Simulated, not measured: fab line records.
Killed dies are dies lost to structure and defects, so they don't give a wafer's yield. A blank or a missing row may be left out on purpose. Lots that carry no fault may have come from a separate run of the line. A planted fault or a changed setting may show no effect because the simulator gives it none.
Comparing a struck lot with a sound one ; flow sky130 ; 22 out of 708 route steps
Sound: the wafers L148.1, L148.2, L148.5. Struck: wafers L158.1, L158.4, L158.6. Last of all comes the cause.
At each step with rows: each side's tool, then ch and its chambers, then its first start. Under that, the readings that differ: sound wafers ; struck wafers ; difference of the means ; sigmas: that difference in standard deviations of wafers without a fault.
alike: same words and numbers on both sides, and readings whose means sit less than 2 such deviations apart. not compared: any withheld reading, any reading some wafer has no value for, any bound like >300 that may hide the same value, and any number with overlapping values for which the record gives no deviation.
The two part at a step that has a row with sigmas, a row that says differs or no value, or rows on one side only. Numbers that have no deviation but don't overlap get no sigmas and don't part them. Lack of a reading on every wafer of one side parts them only where that side has two or more wafers.

SKY_METAL4_ETCH_17: etches SiO2 in C4F8/O2/Ar, stops on TiN, time 3.9 s, target depth 15 nm.
  sound on rie-diel-04 ch 1,3, day 43 05:34; struck on rie-diel-04 ch 1,2,3, day 45 22:01
  alike: oes-product-au, rf-fwd-power-W
  not compared: rf-hours-counter-h
SKY_METAL4_METAL_ETCH_18: etches the open film in Cl2/BCl3, stops on SiO2, target depth 845 nm, time 183.1 s.
  sound on rie-metal-02 ch 0,1, day 43 05:35; struck on rie-metal-03 ch 0,1, day 45 22:02
  alike: bcl3-flow-sccm, drypump-motor-current-A, oes-product-au, rf-fwd-power-W, throttle-valve-pct
  not compared: rf-hours-counter-h
SKY_METAL4_STRIP_19: strips in O2/N2.
  sound on plasma-asher-03 ch 0,1, day 43 05:46; struck on plasma-asher-01 ch 0,1, day 45 22:13
reading;sound;struck;difference;sigmas
drypump-motor-current-A (A);5.9 6.8 6.8;5.1 5.6 5.1;-1.2;-2
  alike: o2-flow-sccm, oes-product-au, strip-time-to-endpoint-s
  not compared: rf-hours-counter-h
then, 4 steps without rows for these wafers: SKY_METAL4_STRIP_20 (strips in post etch residue remover, time 1200 s); SKY_METAL4_CLEAN_21 (cleans in IPA, time 180 s); SKY_METAL4_CLEAN_22 (cleans in O3/DIW); SKY_VIA4_HDPCVD_00 (deposits SiO2, target thk 1750 nm, time 291.7 s).
SKY_VIA4_THK_MEAS_01:
  sound on film-metro-04 at day 43 06:34; struck on film-metro-02 at day 45 22:59
reading;sound;struck;difference;sigmas
VIA4_HDPCVD_THK (nm);1721 1763 1729;1810 1752 1772;+40;+2
SKY_VIA4_CMP_02: polishes SiO2.
  sound on cmp-01 ch 1,2, day 43 06:37; struck on cmp-01 ch 0,1,3, day 45 23:05
  alike: head-pressure-psi, motor-current-A
SKY_VIA4_BOW_MEAS_03:
  sound on film-metro-04 at day 43 06:55; struck on film-metro-03 at day 45 23:20
  alike: VIA4_BOW
then, 2 steps without rows for these wafers: SKY_VIA4_DEHYDRATE_04 (time 60 s); SKY_VIA4_HMDS_05 (prime time 60 s).
SKY_VIA4_COAT_06: resist thk 1140 nm.
  sound on litho-track-01 ch 0, day 43 16:19; struck on litho-track-04 ch 0, day 46 09:14
reading;sound;struck;difference;sigmas
model.NOVOLAK_of_VIA4_COAT_06.thk-nm (nm);1137 1133 1138;971.2 968.9 968.6;-166.4;
  alike: spin-speed-rpm
then, 4 steps without rows for these wafers: SKY_VIA4_SOFTBAKE_07 (time 60 s); SKY_VIA4_EXPOSE_08 (exposes mask VIM4, target cd 800 nm); SKY_VIA4_PEB_09; SKY_VIA4_DEVELOP_10 (develop time 60 s).
SKY_VIA4_OVL_MEAS_11:
  sound on overlay-01 at day 44 01:28; struck on overlay-02 at day 46 20:22
  alike: VIA4_OVL
SKY_VIA4_ETCH_12: etches SiO2 in C4F8/O2/Ar, stops on TiN, target depth 580 nm.
  sound on rie-diel-01 ch 1,2, day 44 01:29; struck on rie-diel-04 ch 0,1,2, day 46 20:23
reading;sound;struck;difference;sigmas
model.NOVOLAK_of_VIA4_COAT_06.thk-nm (nm);1003 999.9 1004;839.6 836 838.6;-164.2;
model.VIA4.cd-nm (nm);796.5 797.8 800.1;817.6 818.6 817.3;+19.7;
  alike: oes-product-au, rf-fwd-power-W
SKY_VIA4_STRIP_13: strips in O2/N2.
  sound on plasma-asher-02 ch 0,1, day 44 01:34; struck on plasma-asher-03 ch 0,1, day 46 20:28
reading;sound;struck;difference;sigmas
drypump-motor-current-A (A);5.9 5.5 5.5;5.9 6.8 6.8;+0.9;+2
oes-product-au (a.u.);0.716 0.717 0.711;0.679 0.675 0.678;-0.037;-8
strip-time-to-endpoint-s (s);12.78 12.73 12.80;10.87 10.82 10.86;-1.92;-62
  alike: o2-flow-sccm
  not compared: rf-hours-counter-h
then, 1 step without rows for these wafers: SKY_VIA4_STRIP_14 (strips in post etch residue remover, time 1200 s).
SKY_PAD_OPEN_PROBE_99:
  rows exist in the record for the sound wafers here (prober-02, day 47 00:12), none for the struck ones

## WHERE THEY PART
First at SKY_METAL4_STRIP_19; last, within this record, at SKY_PAD_OPEN_PROBE_99.

WHY: what the simulator had put in
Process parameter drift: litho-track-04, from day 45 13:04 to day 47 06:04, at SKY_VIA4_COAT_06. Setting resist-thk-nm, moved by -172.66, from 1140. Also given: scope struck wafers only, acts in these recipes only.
